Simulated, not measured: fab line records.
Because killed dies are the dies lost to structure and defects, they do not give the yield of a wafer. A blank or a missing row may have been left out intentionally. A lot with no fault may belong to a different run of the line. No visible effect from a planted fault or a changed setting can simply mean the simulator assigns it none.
Matching of chambers || flow gf180mcu || cmp-02 running GF_V2_CMP_04: 4 sister chambers
The step polishes SiO2. 4 wafers are shown with their chamber, then 8 later ones without.

== WAFERS PAIRED WITH THEIR CHAMBERS ==
{"wafer": "L531.1", "chamber": 0, "motor_current_A (A)": 13.2}
{"wafer": "L531.5", "chamber": 2, "motor_current_A (A)": 13.7}
{"wafer": "L531.6", "chamber": 1, "motor_current_A (A)": 12.6}
{"wafer": "L533.3", "chamber": 3, "motor_current_A (A)": 14.1}

== WAFERS WITH NO CHAMBER GIVEN ==
{"wafer": "L533.5", "motor_current_A (A)": 13.0}
{"wafer": "L533.6", "motor_current_A (A)": 13.9}
{"wafer": "L537.2", "motor_current_A (A)": 13.9}
{"wafer": "L537.3", "motor_current_A (A)": 13.9}
{"wafer": "L537.5", "motor_current_A (A)": 13.4}
{"wafer": "L543.2", "motor_current_A (A)": 13.4}
{"wafer": "L543.4", "motor_current_A (A)": 12.2}
{"wafer": "L543.5", "motor_current_A (A)": 12.4}

== CHAMBER TAKEN BY EACH ==
{"wafer": "L533.5", "from the rows above": "can't be placed: 0 or 1", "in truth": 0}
{"wafer": "L533.6", "from the rows above": "can't be placed: 3 or 2", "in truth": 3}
{"wafer": "L537.2", "from the rows above": "can't be placed: 3 or 2", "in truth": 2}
{"wafer": "L537.3", "from the rows above": "can't be placed: 3 or 2", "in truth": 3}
{"wafer": "L537.5", "from the rows above": "can't be placed: 0 or 2", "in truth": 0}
{"wafer": "L543.2", "from the rows above": "can't be placed: 0 or 2", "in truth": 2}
{"wafer": "L543.4", "from the rows above": 1, "in truth": 1}
{"wafer": "L543.5", "from the rows above": 1, "in truth": 1}
Correctly placed: 2 of 8. Cannot be placed on the basis of these rows: 6; the candidates contain the true chamber in 6. Placed wrongly: 0.
How it was worked out, from the rows above alone: a wafer's distance from a chamber is the root of the sum, over the readings, of the square of ((its reading less the chamber's mean) divided by the reading's scatter). The wafer belongs to the nearest chamber; if the next one is less than 2 further off, it can't be placed. The mean given for a chamber averages the wafers shown for that chamber. The scatter (one wafer shown for each chamber): square how far every hidden wafer sits from the nearest shown wafer, average those squares and take the square root.
